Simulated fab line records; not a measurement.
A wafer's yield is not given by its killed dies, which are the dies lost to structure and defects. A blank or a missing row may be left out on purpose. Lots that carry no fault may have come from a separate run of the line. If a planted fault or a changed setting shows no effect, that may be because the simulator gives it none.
Chamber matching + flow gf180mcu + 4 sister chambers for GF_V5_ETCH_16 on rie-diel-02
The step etches BARC in N2/H2. 8 wafers are shown with their chamber, then 8 later ones without.

WAFERS, EACH WITH ITS CHAMBER
| wafer  | chamber | drypump-motor-current-A (A) | throttle-valve-pct (%) |
|--------|---------|-----------------------------|------------------------|
| L083.4 | 1       | 6.1                         | 13.229                 |
| L085.4 | 2       | 5.7                         | 13.209                 |
| L085.5 | 3       | 5.5                         | 13.225                 |
| L085.6 | 0       | 5.3                         | 13.223                 |
| L086.2 | 0       | 5.4                         | 13.211                 |
| L086.5 | 2       | 5.7                         | 13.222                 |
| L086.6 | 1       | 6.1                         | 13.243                 |
| L090.2 | 3       | 5.5                         | 13.238                 |

WAFERS WITHOUT THEIR CHAMBER
| wafer  | drypump-motor-current-A (A) | throttle-valve-pct (%) |
|--------|-----------------------------|------------------------|
| L090.5 | 6.1                         | 13.218                 |
| L090.6 | 5.7                         | 13.234                 |
| L092.1 | 6.1                         | 13.235                 |
| L092.5 | 6.1                         | 13.234                 |
| L092.6 | 5.7                         | 13.234                 |
| L094.3 | 5.3                         | 13.219                 |
| L094.4 | 6.1                         | 13.194                 |
| L094.5 | 5.3                         | 13.217                 |

WHICH CHAMBER EACH ONE RAN IN
| wafer  | from the rows above | in truth |
|--------|---------------------|----------|
| L090.5 | 1                   | 1        |
| L090.6 | 2                   | 2        |
| L092.1 | 1                   | 1        |
| L092.5 | 1                   | 1        |
| L092.6 | 2                   | 2        |
| L094.3 | 0                   | 0        |
| L094.4 | 1                   | 1        |
| L094.5 | 0                   | 0        |
Correct placement for 8 of the 8. Left unplaced by these rows: 0. Wrongly placed: 0.
How it was worked out, from the rows above alone: a wafer's distance from a chamber is the root of the sum, over the readings, of the square of ((its reading less the chamber's mean) divided by the reading's scatter). The wafer belongs to the nearest chamber; if the next one is less than 2 further off, it can't be placed. A chamber's mean is the mean of its shown wafers. The scatter: take each reading less its chamber's mean, square it, sum over the shown wafers, divide by the number of wafers less the number of chambers, and take the root.
